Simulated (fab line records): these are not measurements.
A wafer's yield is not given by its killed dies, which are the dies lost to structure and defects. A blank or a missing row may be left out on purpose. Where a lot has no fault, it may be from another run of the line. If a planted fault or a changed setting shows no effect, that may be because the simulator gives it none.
Which tool did it?    flow sky130    24 lots with 72 wafers sampled at 3 steps, on a route of 708 steps

## WHAT THE GAUGES SHOWED, per wafer
SKY_FIELD_ISO_BOW_MEAS_00.
lot   measured     on             INCOMING_BOW (um)
L074  day 1 10:01  film-metro-03  -3 1 10
L075  day 1 15:04  film-metro-01  0 -4 -2
L076  day 1 20:00  film-metro-01  -4 5 -1
L077  day 2 01:00  film-metro-03  2 5 5
L078  day 2 06:02  film-metro-03  3 5 -10
L079  day 2 11:00  film-metro-04  -8 0 -4
L080  day 2 16:00  film-metro-03  2 -2 -1
L081  day 2 21:00  film-metro-01  1 -13 10
L082  day 3 02:01  film-metro-04  3 1 -2
L083  day 3 07:00  film-metro-04  -1 1 14
L084  day 3 12:00  film-metro-01  -9 -11 -12
L085  day 3 17:00  film-metro-04  -1 -8 2
L086  day 3 22:00  film-metro-04  5 1 -1
L087  day 4 03:04  film-metro-01  -3 -6 10
L088  day 4 08:00  film-metro-03  -4 -13 -4
L089  day 4 13:01  film-metro-04  -9 -4 1
L090  day 4 18:00  film-metro-01  -5 0 2
L091  day 4 23:01  film-metro-03  4 8 -2
L092  day 5 04:04  film-metro-03  5 4 -9
L093  day 5 09:01  film-metro-01  5 -4 1
L094  day 5 14:02  film-metro-03  -4 -3 8
L095  day 5 19:01  film-metro-03  9 -2 9
L096  day 6 00:01  film-metro-03  -3 -4 7
L097  day 6 05:00  film-metro-01  3 2 -3

SKY_SONOS_TUNNEL_OVL_MEAS_08.
lot   measured      on          SONOS_TUNNEL_OVL (nm)
L074  day 11 13:49  overlay-02  -1.3 -0.5 -0.6
L075  day 11 18:04  overlay-02  1.0 1.4 1.8
L076  day 12 04:59  overlay-02  -1.2 -2.3 -0.9
L077  day 12 16:38  overlay-01  -0.9 -1.3 -0.7
L078  day 12 22:12  overlay-02  1.9 1.4 1.7
L079  day 13 04:05  overlay-02  -2.7 0.5 -2.0
L080  day 13 12:11  overlay-01  -0.4 1.0 1.1
L081  day 14 00:20  overlay-01  0.9 0.0 -0.6
L082  day 14 06:02  overlay-02  -2.0 -2.3 -1.4
L083  day 14 09:20  overlay-01  2.5 2.2 1.2
L084  day 14 17:59  overlay-02  2.0 1.5 1.9
L085  day 15 09:03  overlay-01  -1.0 0.7 0.8
L086  day 15 16:20  overlay-01  -1.4 -0.2 -0.2
L087  day 15 20:33  overlay-01  0.6 0.6 1.0
L088  day 16 02:12  overlay-01  1.0 0.0 1.4
L089  day 16 07:48  overlay-01  2.2 -0.5 0.2
L090  day 16 16:02  overlay-01  -1.8 -1.9 0.3
L091  day 17 03:11  overlay-02  0.1 0.1 3.3
L092  day 17 12:40  overlay-02  1.1 0.7 0.2
L093  day 17 19:44  overlay-01  1.0 1.7 0.1
L094  day 18 04:36  overlay-02  -2.9 -0.2 -1.7
L095  day 18 11:32  overlay-02  0.2 0.1 0.4
L096  day 18 20:41  overlay-01  0.7 0.2 0.1
L097  day 19 00:02  overlay-02  0.3 2.0 -0.4

## WHAT TOOL EACH LOT RAN ON (gives the tool, then ch and the chambers of the sampled wafers, and finally the start)
lot   SKY_FIELD_ISO_ETCH_15
L074  rie-diel-03 ch 1,2,3, day 2 05:49
L075  rie-diel-03 ch 0,3, day 2 09:42
L076  rie-diel-04 ch 1,3, day 2 13:58
L077  rie-diel-03 ch 0,1, day 2 21:48
L078  rie-diel-01 ch 0,2,3, day 3 02:34
L079  rie-diel-03 ch 0,1,3, day 3 08:34
L080  rie-diel-04 ch 0,1,3, day 3 12:30
L081  rie-diel-04 ch 0,1,3, day 3 21:52
L082  rie-diel-01 ch 1,3, day 4 00:45
L083  rie-diel-03 ch 0,2,3, day 4 03:27
L084  rie-diel-01 ch 0,1,3, day 4 08:14
L085  rie-diel-04 ch 1,2,3, day 4 17:07
L086  rie-diel-01 ch 0,1,3, day 4 21:12
L087  rie-diel-01 ch 0,2,3, day 5 01:54
L088  rie-diel-01 ch 0,2,3, day 5 05:37
L089  rie-diel-01 ch 1,2,3, day 5 10:46
L090  rie-diel-03 ch 0,2,3, day 5 15:47
L091  rie-diel-01 ch 0,1, day 5 20:54
L092  rie-diel-01 ch 0,3, day 6 03:19
L093  rie-diel-01 ch 0,1,3, day 6 10:34
L094  rie-diel-04 ch 0,1,2, day 6 15:10
L095  rie-diel-03 ch 0,2,3, day 6 19:53
L096  rie-diel-03 ch 1,2,3, day 7 00:38
L097  rie-diel-04 ch 0,1, day 7 03:52
- SKY_FIELD_ISO_ETCH_15: etches the open film in CHF3/O2, stops on Si, target depth 180 nm, time 72 s.

## AS READ BY THE TOOLS THEMSELVES (means over the sampled wafers that have a number; for cases with no such wafer, the mark the record gives instead)
SKY_FIELD_ISO_ETCH_15.
lot   tool         chamber-pressure-mTorr (mTorr)  drypump-motor-current-A (A)  oes-product-au (a.u.)  rf-fwd-power-W (W)  throttle-valve-pct (%)
L074  rie-diel-03  40.03                           5.3                          0.948                  594.2               8.848
L075  rie-diel-03  39.95                           5.7                          0.955                  594.8               8.841
L076  rie-diel-04  40.01                           4.9                          0.944                  595.7               8.845
L077  rie-diel-03  39.96                           6.0                          0.939                  597.0               8.830
L078  rie-diel-01  39.99                           6.4                          0.955                  595.5               8.841
L079  rie-diel-03  40.02                           5.8                          0.954                  596.2               8.848
L080  rie-diel-04  40.03                           5.0                          0.940                  595.6               8.842
L081  rie-diel-04  40.00                           5.1                          0.934                  597.7               8.840
L082  rie-diel-01  39.98                           5.9                          0.945                  597.4               8.845
L083  rie-diel-03  40.01                           5.3                          0.939                  595.4               8.830
L084  rie-diel-01  39.97                           6.2                          0.948                  594.1               8.849
L085  rie-diel-04  39.99                           5.3                          0.951                  594.9               8.846
L086  rie-diel-01  39.98                           6.2                          0.952                  595.9               8.850
L087  rie-diel-01  39.98                           6.4                          0.949                  595.9               8.838
L088  rie-diel-01  40.00                           6.4                          0.942                  596.9               8.844
L089  rie-diel-01  40.02                           6.1                          0.944                  594.6               8.844
L090  rie-diel-03  40.00                           5.3                          0.946                  594.8               8.848
L091  rie-diel-01  39.96                           5.9                          0.941                  594.3               8.841
L092  rie-diel-01  39.99                           6.5                          0.949                  595.2               8.853
L093  rie-diel-01  39.99                           6.2                          0.938                  593.9               8.843
L094  rie-diel-04  40.00                           5.3                          0.951                  598.1               8.851
L095  rie-diel-03  40.01                           5.3                          0.949                  595.5               8.845
L096  rie-diel-03  39.98                           5.3                          0.955                  593.6               8.847
L097  rie-diel-04  40.00                           5.1                          0.955                  596.3               8.843

## THE ANSWER, worked out from the rows above alone
Rule: the lots themselves supply what counts as usual. Put in order of their means at a reading, lots are off if they are a third of the lots or fewer, leave a main group of 4 or more, and stand apart from it by a gap of 3 or more times the standard deviation of the main group's means; of several such gaps the widest counts. The tables above print the reading to a certain number of digits; a main group whose means all agree to those digits is not used. Also off: a lot with no number at a reading for which 4 or more lots have one. The other lots that the step has rows for count as sound. Order of review: gauges by route order, followed by the tools' own readings, for which a lot's mean as printed above is used. The first step at which some lot is off is used, and at that step the reading that is off furthest; a lot without a number counts as furthest.
No lot is off on any of the readings shown, so nothing can be concluded from this.

## WHAT THE SIMULATOR PUT IN
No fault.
